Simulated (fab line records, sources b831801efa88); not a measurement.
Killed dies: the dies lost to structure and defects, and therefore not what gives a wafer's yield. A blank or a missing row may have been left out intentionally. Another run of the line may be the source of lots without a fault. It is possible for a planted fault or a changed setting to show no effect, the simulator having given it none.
Matching of chambers    flow sky130    cmp-01 running SKY_FIELD_ISO_CMP_27: 4 sister chambers
The step polishes, stops on Si3N4, t overpolish 16 s, target thk 457.8 nm. 22 wafers are shown with their chamber, then 11 later ones without.

## WAFERS WITH THEIR CHAMBER
wafer   chamber  motor current A (A)  time to endpoint s (s)  edge zone pressure frac
L074.1  2        11.1                 105                     0.999
L074.3  3        11.1                 117                     0.996
L074.4  0        14.8                 108                     0.991
L079.3  0        14.5                 110                     1.001
L079.5  0        14.8                 110                     1.000
L079.6  3        11.5                 115                     1.000
L080.2  0        15.4                 108                     0.993
L080.4  3        11.2                 116                     1.001
L080.5  1        12.1                 108                     0.994
L081.1  0        14.9                 110                     0.996
L081.2  3        12.0                 113                     0.996
L081.3  2        11.5                 106                     1.004
L084.1  1        11.5                 107                     0.990
L084.4  2        11.2                 107                     1.004
L084.6  3        11.4                 111                     0.997
L086.1  0        15.6                 112                     1.003
L086.4  1        12.0                 109                     0.994
L086.5  1        11.7                 103                     0.997
L087.3  2        11.4                 105                     1.001
L087.4  0        14.9                 112                     1.005
L087.6  1        12.3                 111                     0.996
L088.3  1        11.7                 106                     0.996

SIGNATURES, as means of the wafers listed above
reading                  chamber 0  chamber 1  chamber 2  chamber 3  scatter within a chamber
motor current A          14.986     11.883     11.300     11.440     0.326
time to endpoint s       110.00     107.33     105.75     114.40     2.1
edge zone pressure frac  0.99843    0.99450    1.00200    0.99800    0.00361
Rule: for each reading, subtract the chamber's mean from the wafer's reading, divide by that reading's scatter and square the result; add these up over the readings and take the root, which gives the wafer's distance from the chamber. If the next closest chamber is less than 2 further off than the closest, the wafer can't be placed; otherwise it belongs to the closest. The scatter: take each reading less its chamber's mean, square it, sum over the shown wafers, divide by the number of wafers less the number of chambers, and take the root.

## WAFERS WITHOUT THEIR CHAMBER
wafer   motor current A (A)  time to endpoint s (s)  edge zone pressure frac
L088.4  14.8                 114                     0.999
L088.5  12.0                 112                     0.997
L091.1  11.2                 107                     1.001
L091.3  12.2                 104                     0.997
L091.6  11.9                 107                     1.002
L093.2  12.4                 106                     1.003
L093.3  11.9                 114                     0.992
L093.4  14.8                 108                     1.003
L096.1  10.9                 111                     1.000
L096.4  11.7                 113                     1.003
L096.6  14.7                 114                     1.000

## EACH ONE'S CHAMBER
wafer    from the rows above            in truth
L088.4   0                              0
L088.5   can't be placed: 3 or 1 or 2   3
L091.1   2                              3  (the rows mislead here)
L091.3   can't be placed: 1 or 2        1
L091.6   can't be placed: 2 or 1        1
L093.2   can't be placed: 1 or 2        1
L093.3   can't be placed: 3 or 1        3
L093.4   0                              0
L096.1   can't be placed: 3 or 2 or 1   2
L096.4   can't be placed: 3 or 1 or 2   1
L096.6   0                              0
3 of 11 placed correctly. These rows do not allow placing 7 (true chamber among the candidates in 7). 1 placed wrongly.
